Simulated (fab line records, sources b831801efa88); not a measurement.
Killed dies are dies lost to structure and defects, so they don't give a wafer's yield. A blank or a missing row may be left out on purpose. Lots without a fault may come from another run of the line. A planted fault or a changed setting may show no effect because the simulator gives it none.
Which tool did it? | flow gf180mcu | 12 lots, 36 wafers sampled, at 2 steps of a route of 602

WHAT THE GAUGES READ, wafer by wafer
GF_V4_THK_MEAS_25: measures by xrf.
lot  | measured     | on            | V4_W_THK (nm)
L075 | day 25 02:58 | film_metro-03 | 343 347 343
L077 | day 25 13:36 | film_metro-02 | 345 351 349
L079 | day 26 05:04 | film_metro-02 | 361 352 344
L081 | day 27 04:04 | film_metro-01 | 346 338 343
L083 | day 27 23:08 | film_metro-03 | 345 342 345
L085 | day 28 19:02 | film_metro-01 | 335 339 339
L087 | day 29 12:57 | film_metro-01 | 339 336 339
L088 | day 29 19:04 | film_metro-03 | 350 344 347
L092 | day 30 13:18 | film_metro-03 | 343 349 338
L093 | day 30 16:53 | film_metro-03 | 345 348 344
L095 | day 31 08:23 | film_metro-01 | 344 342 343
L097 | day 31 15:14 | film_metro-01 | 345 346 341

WHICH TOOL RAN EACH LOT (tool, then ch and the chambers of the sampled wafers, then the start)
lot  | GF_V1_CVD_23
L075 | cvd_w-02 ch 0, day 18 20:34
L077 | cvd_w-02 ch 0,1, day 19 10:19
L079 | cvd_w-01 ch 0,1, day 20 02:35
L081 | cvd_w-02 ch 0,1, day 21 05:43
L083 | cvd_w-01 ch 0,1, day 22 03:29
L085 | cvd_w-02 ch 0,1, day 23 01:46
L087 | cvd_w-02 ch 0,1, day 23 17:57
L088 | cvd_w-02 ch 0,1, day 24 06:16
L092 | cvd_w-02 ch 0, day 25 01:28
L093 | cvd_w-02 ch 0,1, day 25 06:49
L095 | cvd_w-01 ch 1, day 26 00:20
L097 | cvd_w-02 ch 0,1, day 26 12:27
- GF_V1_CVD_23: deposits W, target thk 350 nm, time 105.05 s.

THE ANSWER, worked out from the rows above alone
Rule: what is usual is taken from the lots themselves. Put in order of their means at a reading, lots are off if they are a third of the lots or fewer, leave a main group of 4 or more, and stand apart from it by a gap of 3 or more times the standard deviation of the main group's means; of several such gaps the widest counts. A main group whose means are all the same, to the digits that the tables above print for the reading, isn't used. A lot without any number at a reading at which 4 lots or more have one is off too. The other lots that the step has rows for count as sound.
No lot is off at any reading shown: from this, nothing can be told.

WHAT THE SIMULATOR HAD PUT IN
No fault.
